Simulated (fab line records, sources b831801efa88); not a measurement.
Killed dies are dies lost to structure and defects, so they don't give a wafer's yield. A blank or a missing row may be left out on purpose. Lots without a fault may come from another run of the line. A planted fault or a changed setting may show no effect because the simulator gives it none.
A struck lot beside a sound one | flow gf180mcu | 29 steps out of a route of 602
Sound: wafers L691.4, L691.5, L691.6. Struck: wafers L682.2, L682.4, L682.5. The cause comes at the end.
At each step with rows: each side's tool, then ch and its chambers, then its first start. Under that, the readings that differ: sound wafers | struck wafers | difference of the means | sigmas: that difference in standard deviations of wafers without a fault.
alike: readings whose means differ by less than 2 such deviations, and words and numbers that are the same on both sides. not compared: withheld readings, readings that some wafer has no value for, bounds like >300 that may hide the same value, and numbers for which the record gives no deviation and whose values overlap.
The two part at a step that has a row with sigmas, a row that says differs or no value, or rows on one side only. Numbers that don't overlap but have no deviation are shown without sigmas and don't part them. A reading that every wafer of one side lacks parts them only if that side has two wafers or more.

first, 3 steps without rows for these wafers: GF_V5_STRIP_19 (strips in post etch residue remover, time 1200 s); GF_V5_CLEAN_20 (cleans in DIW); GF_V5_SPUTTER_21 (material Ti, target thk 15 nm, time 80.02 s).
GF_V5_SPUTTER_22: material TiN, target thk 10 nm, time 40 s.
  sound on pvd_sputter-02, day 32 16:32; struck on pvd_sputter-02, day 30 06:24
  alike: cathode_dc_power_W, throttle_valve_pct
GF_V5_CVD_23: deposits W, target thk 350 nm, time 104.9 s.
  sound on cvd_w-01 ch 1, day 32 16:41; struck on cvd_w-01 ch 0,1, day 30 06:26
  alike: heater_power_w
  not compared: since_wet_clean_h
GF_V5_RS_MEAS_24: measures by four-point-probe.
  sound on film_metro-01, day 32 16:52; struck on film_metro-01, day 30 06:34
  alike: V5_W_RS
GF_V5_THK_MEAS_25: measures by xrf.
  sound on film_metro-01, day 32 16:57; struck on film_metro-01, day 30 06:41
  alike: V5_W_THK
then, 1 step without rows for these wafers: GF_V5_CMP_26 (polishes, stops on SiO2, t overpolish 15 s, target thk 0 nm).
GF_TOP_METAL_SPUTTER_00: material Ti, target thk 37.5 nm, time 150 s.
  sound on pvd_sputter-02, day 32 17:17; struck on pvd_sputter-01, day 30 07:02
  alike: cathode_dc_power_W, throttle_valve_pct
then, 3 steps without rows for these wafers: GF_TOP_METAL_SPUTTER_01 (material TiN, target thk 30 nm, time 25 s); GF_TOP_METAL_SPUTTER_02 (material AlCu, target thk 900 nm, time 47.82 s); GF_TOP_METAL_SPUTTER_03 (material Ti, target thk 5 nm, time 3.3 s).
GF_TOP_METAL_SPUTTER_04: material TiN, target thk 25 nm, time 20.8 s.
  sound on pvd_sputter-02, day 32 17:28; struck on pvd_sputter-01, day 30 07:13
  reading                                       | sound                | struck               | difference | sigmas
  cathode_dc_power_W (W)                        | 6500.2 6500.4 6502.9 | 5982.2 5984.9 5981.6 | -518.3     | -99 or more
  model.TiN_of_TOP_METAL_SPUTTER_04.thk_nm (nm) | 24.6 24.67 24.5      | 22.86 23.06 22.91    | -1.65      |
  alike: throttle_valve_pct
GF_TOP_METAL_RS_MEAS_05: measures by four-point-probe.
  sound on film_metro-02, day 32 17:34; struck on film_metro-02, day 30 07:16
  alike: TOP_METAL_ALCU_RS
GF_TOP_METAL_THK_MEAS_06: measures by xrf.
  sound on film_metro-02, day 32 17:39; struck on film_metro-02, day 30 07:23
  alike: TOP_METAL_ALCU_THK
then, 7 steps without rows for these wafers: GF_TOP_METAL_DEHYDRATE_07 (time 60 s); GF_TOP_METAL_HMDS_08 (prime time 60 s); GF_TOP_METAL_COAT_09 (resist thk 1500 nm); GF_TOP_METAL_SOFTBAKE_10 (time 60 s); GF_TOP_METAL_EXPOSE_11 (exposes mask MetalTop, target cd 440 nm); GF_TOP_METAL_PEB_12; GF_TOP_METAL_DEVELOP_13 (develop time 60 s).
GF_TOP_METAL_CD_MEAS_14: target cd 440 nm.
  sound on cd_sem-02, day 33 09:29; struck on cd_sem-01, day 31 00:53
  alike: cd_nm
GF_TOP_METAL_OVL_MEAS_15:
  sound on overlay-02, day 33 09:34; struck on overlay-02, day 31 00:59
  alike: TOP_METAL_OVL
GF_TOP_METAL_METAL_ETCH_16: etches the open film in Cl2/BCl3, stops on SiO2, target depth 1197 nm, time 199.5 s.
  sound on rie_metal-01 ch 0,1, day 33 09:39; struck on rie_metal-04 ch 0,1, day 31 01:01
  alike: bias_w, drypump_motor_current_A, mfc_cl2_sccm, oes_product_au, rf_fwd_power_W, throttle_valve_pct
  not compared: rf_hours_counter_h
GF_TOP_METAL_STRIP_17: strips in O2/N2.
  sound on plasma_asher-04 ch 0,1, day 33 09:49; struck on plasma_asher-01 ch 0,1, day 31 01:13
  alike: drypump_motor_current_A, heater_power_w, oes_product_au, strip_time_to_endpoint_s
  not compared: rf_hours_counter_h
GF_TOP_METAL_STRIP_18: strips in post etch residue remover, time 1200 s.
  sound on wet_bench-02 ch 1, day 33 09:53; struck on wet_bench-02 ch 1, day 31 01:19
  reading                                       | sound             | struck           | difference | sigmas
  model.TiN_of_TOP_METAL_SPUTTER_04.thk_nm (nm) | 24.17 24.25 24.08 | 22.45 22.64 22.5 | -1.64      |
  alike: temp_c
then, 1 step without rows for these wafers: GF_TOP_METAL_CLEAN_19 (cleans in DIW).
GF_PASSIVATION_PROBE_99:
  the record has rows for the struck wafers here (prober-02, day 31 21:11) and none for the sound ones

WHERE THEY PART
First at GF_TOP_METAL_SPUTTER_04; last, within this record, at GF_PASSIVATION_PROBE_99.

WHY: what the simulator had put in
Process parameter drift: pvd_sputter-01, from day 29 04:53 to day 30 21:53, at GF_TOP_METAL_SPUTTER_04. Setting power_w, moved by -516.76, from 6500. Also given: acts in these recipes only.
